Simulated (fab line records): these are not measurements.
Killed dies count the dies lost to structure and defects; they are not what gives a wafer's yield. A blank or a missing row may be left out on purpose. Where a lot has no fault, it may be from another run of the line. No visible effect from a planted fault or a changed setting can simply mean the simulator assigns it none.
Matching of chambers -- flow gf180mcu -- GF_V5_CMP_26 on cmp-02: 4 sister chambers
The step polishes, stops on SiO2, t overpolish 15 s, target thk 0 nm. 36 wafers are shown with their chamber, then 12 later ones without.

WAFERS WITH THEIR CHAMBER
wafer,chamber,motorCurrentA (A),timeToEndpointS (s),headPressurePsi (psi)
L074.1,0,11.0,92,3.505
L074.2,3,10.1,90,3.512
L074.6,3,10.1,92,3.505
L077.1,3,10.1,95,3.495
L077.3,2,11.3,97,3.507
L077.5,0,10.3,91,3.494
L081.3,1,12.9,83,3.498
L081.5,1,13.0,83,3.489
L081.6,0,11.2,86,3.500
L080.1,3,9.8,86,3.493
L080.2,0,10.3,89,3.503
L080.3,2,10.8,91,3.490
L082.3,0,11.0,85,3.504
L082.4,3,10.2,89,3.504
L082.5,2,11.1,93,3.502
L084.3,3,10.6,90,3.492
L084.5,3,10.9,85,3.488
L084.6,0,10.6,86,3.505
L087.2,2,10.9,85,3.491
L087.3,3,9.9,83,3.508
L087.5,0,10.8,86,3.501
L086.4,0,10.7,86,3.493
L086.5,3,10.2,88,3.495
L086.6,0,10.5,88,3.500
L088.2,0,11.0,90,3.505
L088.4,1,12.2,87,3.483
L088.5,2,11.0,91,3.488
L089.1,1,12.5,86,3.496
L089.2,2,10.7,92,3.498
L089.6,0,11.0,91,3.502
L090.1,2,11.3,92,3.506
L090.3,3,10.1,89,3.504
L090.6,1,13.2,87,3.494
L091.1,2,10.8,90,3.502
L091.3,0,10.4,85,3.499
L091.6,1,12.3,86,3.494

SIGNATURES, as means of the wafers listed above
reading,chamber 0,chamber 1,chamber 2,chamber 3,scatter within a chamber
motorCurrentA,10.733,12.683,10.988,10.200,0.316
timeToEndpointS,87.92,85.33,91.38,88.70,2.94
headPressurePsi,3.50092,3.49233,3.49800,3.49960,0.00635
Rule: a wafer lies at a distance from a chamber equal to the root of the sum of squares, over the readings, of (its reading less the chamber's mean, divided by the reading's scatter). The wafer belongs to the nearest chamber; if the next one is less than 2 further off, it can't be placed. How the scatter is found: for the shown wafers, subtract from each reading the mean of its chamber, square and add these, divide the total by (wafers less chambers), then take the root.

WAFERS MISSING THEIR CHAMBER
wafer,motorCurrentA (A),timeToEndpointS (s),headPressurePsi (psi)
L092.4,11.1,90,3.502
L092.5,12.1,90,3.504
L092.6,11.1,94,3.499
L094.1,10.5,89,3.509
L094.3,10.3,91,3.499
L094.4,12.1,89,3.496
L095.2,10.9,93,3.497
L095.4,11.1,95,3.508
L095.6,10.5,92,3.497
L096.2,12.6,90,3.507
L096.5,10.5,97,3.491
L096.6,10.4,90,3.500

EACH ONE'S CHAMBER
wafer,from the rows above,in truth
L092.4,can't be placed: 2 or 0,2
L092.5,can't be placed: 1 or 2 or 0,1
L092.6,can't be placed: 2 or 0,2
L094.1,can't be placed: 0 or 3 or 2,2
L094.3,can't be placed: 3 or 0 or 2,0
L094.4,can't be placed: 1 or 2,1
L095.2,can't be placed: 2 or 0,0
L095.4,can't be placed: 2 or 0 or 3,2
L095.6,can't be placed: 3 or 2 or 0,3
L096.2,1,1
L096.5,can't be placed: 2 or 3 or 0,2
L096.6,can't be placed: 3 or 0 or 2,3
Correctly placed: 1 of 12. Can't be placed from these rows: 11 (the true chamber is among the candidates in 11). Wrongly placed: 0.
